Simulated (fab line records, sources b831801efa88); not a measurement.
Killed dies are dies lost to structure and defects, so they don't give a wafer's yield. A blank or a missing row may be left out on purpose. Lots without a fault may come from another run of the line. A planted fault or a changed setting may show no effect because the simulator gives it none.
A struck lot beside a sound one | flow gf180mcu | 19 steps out of a route of 602
Sound: wafers L109.3, L109.5, L109.6. Struck: wafer L119.2. (L119.3, L119.4 of the same lot were not struck and are left out.) The cause comes at the end.
At each step with rows: each side's tool, then ch and its chambers, then its first start. Under that, the readings that differ: sound wafers | struck wafers | difference of the means | sigmas: that difference in standard deviations of wafers without a fault.
alike: readings whose means differ by less than 2 such deviations, and words and numbers that are the same on both sides. not compared: withheld readings, readings that some wafer has no value for, bounds like >300 that may hide the same value, and numbers for which the record gives no deviation and whose values overlap.
The two part at a step that has a row with sigmas, a row that says differs or no value, or rows on one side only. Numbers that don't overlap but have no deviation are shown without sigmas and don't part them. A reading that every wafer of one side lacks parts them only if that side has two wafers or more.

GF_M1_STRIP_17: strips in O2/N2.
  sound on plasma_asher-02 ch 0,1, day 18 20:36; struck on plasma_asher-03 ch 0, day 22 06:25
  reading                | sound | struck | difference                   | sigmas
  rf_hours_counter_h (h) | - - - | 43     | no value on the sound wafers |
  alike: drypump_motor_current_A, heater_power_w, n2_flow_sccm, oes_product_au, strip_time_to_endpoint_s
then, 3 steps without rows for these wafers: GF_M1_STRIP_18 (strips in post etch residue remover, time 1200 s); GF_M1_CLEAN_19 (cleans in DIW); GF_V1_CVD_00 (deposits SiO2, target thk 600 nm, time 100 s).
GF_V1_THK_MEAS_01:
  sound on film_metro-03, day 18 21:11; struck on film_metro-02, day 22 07:04
  reading            | sound       | struck | difference | sigmas
  V1_CVD_00_THK (nm) | 600 611 602 | 589    | -15        | -2
GF_V1_CVD_02: deposits SiO2 from TEOS, target thk 850 nm, time 94.851 s.
  sound on pecvd-04 ch 0,1, day 18 21:14; struck on pecvd-01 ch 0, day 22 07:07
  alike: heater_power_w
GF_V1_THK_MEAS_03:
  sound on film_metro-01, day 18 21:19; struck on film_metro-01, day 22 07:12
  alike: V1_CVD_02_THK
GF_V1_CMP_04: polishes SiO2.
  sound on cmp-02 ch 0,1,3, day 18 21:31; struck on cmp-02 ch 0, day 22 07:18
  alike: motor_current_A, time_to_endpoint_s
GF_V1_BOW_MEAS_05:
  sound on film_metro-01, day 18 21:42; struck on film_metro-03, day 22 07:34
  alike: V1_BOW
then, 3 steps without rows for these wafers: GF_V1_DEHYDRATE_06 (time 60 s); GF_V1_HMDS_07 (prime time 60 s); GF_V1_COAT_08.
GF_V1_COAT_09: resist thk 1000 nm.
  sound on litho_track-02 ch 0, day 19 10:00; struck on litho_track-03 ch 0, day 22 19:00
  reading                             | sound           | struck | difference | sigmas
  model.KrF_of_V1_COAT_09.thk_nm (nm) | 997.1 1002 1000 | 1013   | +13        |
then, 3 steps without rows for these wafers: GF_V1_SOFTBAKE_10 (time 60 s); GF_V1_EXPOSE_11 (exposes mask Via1, target cd 260 nm); GF_V1_PEB_12 (peb time 90 s).
GF_V1_DEVELOP_13: develop time 60 s.
  sound on litho_track-04 ch 0, day 19 22:07; struck on litho_track-02 ch 0, day 23 06:16
  reading                             | sound             | struck | difference | sigmas
  model.KrF_of_V1_COAT_09.thk_nm (nm) | 982.2 987.5 985.4 | 997.8  | +12.8      |
GF_V1_CD_MEAS_14: target cd 260 nm.
  sound on cd_sem-01, day 19 22:16; struck on cd_sem-02, day 23 06:24
  alike: cd_nm
GF_PASSIVATION_PROBE_99:
  the record has rows for the sound wafers here (prober-01, day 30 11:00) and none for the struck ones

WHERE THEY PART
First at GF_M1_STRIP_17; last, within this record, at GF_PASSIVATION_PROBE_99.

WHY: what the simulator had put in
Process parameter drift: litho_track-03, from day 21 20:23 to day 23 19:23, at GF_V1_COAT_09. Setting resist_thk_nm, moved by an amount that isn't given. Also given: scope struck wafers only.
